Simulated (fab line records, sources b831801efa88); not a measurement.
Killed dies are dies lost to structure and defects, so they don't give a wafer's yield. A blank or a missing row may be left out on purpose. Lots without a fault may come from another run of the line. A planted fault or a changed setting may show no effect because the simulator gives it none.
Chamber matching | flow sky130 | SKY_CONTACT_CMP_27 on cmp-01: 4 sister chambers
The step polishes, stops on SiO2, t overpolish 15 s, target thk 0 nm. 8 wafers are shown with their chamber, then 12 later ones without.

WAFERS WITH THEIR CHAMBER
wafer  | chamber | motor_current_A (A) | time_to_endpoint_s (s)
L086.2 | 2       | 9.8                 | 87
L085.2 | 3       | 12.6                | 82
L085.3 | 1       | 12.0                | 76
L088.4 | 3       | 11.9                | 80
L088.5 | 0       | 10.6                | 79
L091.2 | 0       | 10.7                | 84
L091.3 | 2       | 10.1                | 82
L091.6 | 1       | 11.7                | 70

WAFERS WITHOUT THEIR CHAMBER
wafer  | motor_current_A (A) | time_to_endpoint_s (s)
L094.1 | 9.3                 | 84
L094.3 | 12.2                | 83
L094.5 | 10.4                | 85
L095.2 | 10.3                | 82
L095.3 | 11.7                | 79
L095.5 | 10.1                | 86
L096.1 | 12.3                | 80
L096.2 | 12.5                | 83
L096.4 | 9.9                 | 84
L097.1 | 9.7                 | 87
L097.4 | 10.2                | 83
L097.5 | 10.2                | 87

WHICH CHAMBER EACH WENT THROUGH
wafer  | from the rows above          | in truth
L094.1 | 2                            | 2
L094.3 | 3                            | 3
L094.5 | can't be placed: 0 or 2      | 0
L095.2 | can't be placed: 0 or 2      | 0
L095.3 | can't be placed: 1 or 3 or 0 | 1
L095.5 | can't be placed: 2 or 0      | 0
L096.1 | 3                            | 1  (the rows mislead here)
L096.2 | 3                            | 3
L096.4 | 2                            | 2
L097.1 | 2                            | 2
L097.4 | can't be placed: 2 or 0      | 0
L097.5 | can't be placed: 2 or 0      | 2
Placed correctly: 5 of 12. Can't be placed from these rows: 6 (the true chamber is among the candidates in 6). Placed wrongly: 1.
How it was worked out, from the rows above alone: a wafer's distance from a chamber is the root of the sum, over the readings, of the square of ((its reading less the chamber's mean) divided by the reading's scatter). The wafer belongs to the nearest chamber; if the next one is less than 2 further off, it can't be placed. A chamber's mean is the mean of its shown wafers. The scatter: the root of (the sum of the squares of (reading less its chamber's mean) over the shown wafers, divided by (wafers less chambers)).
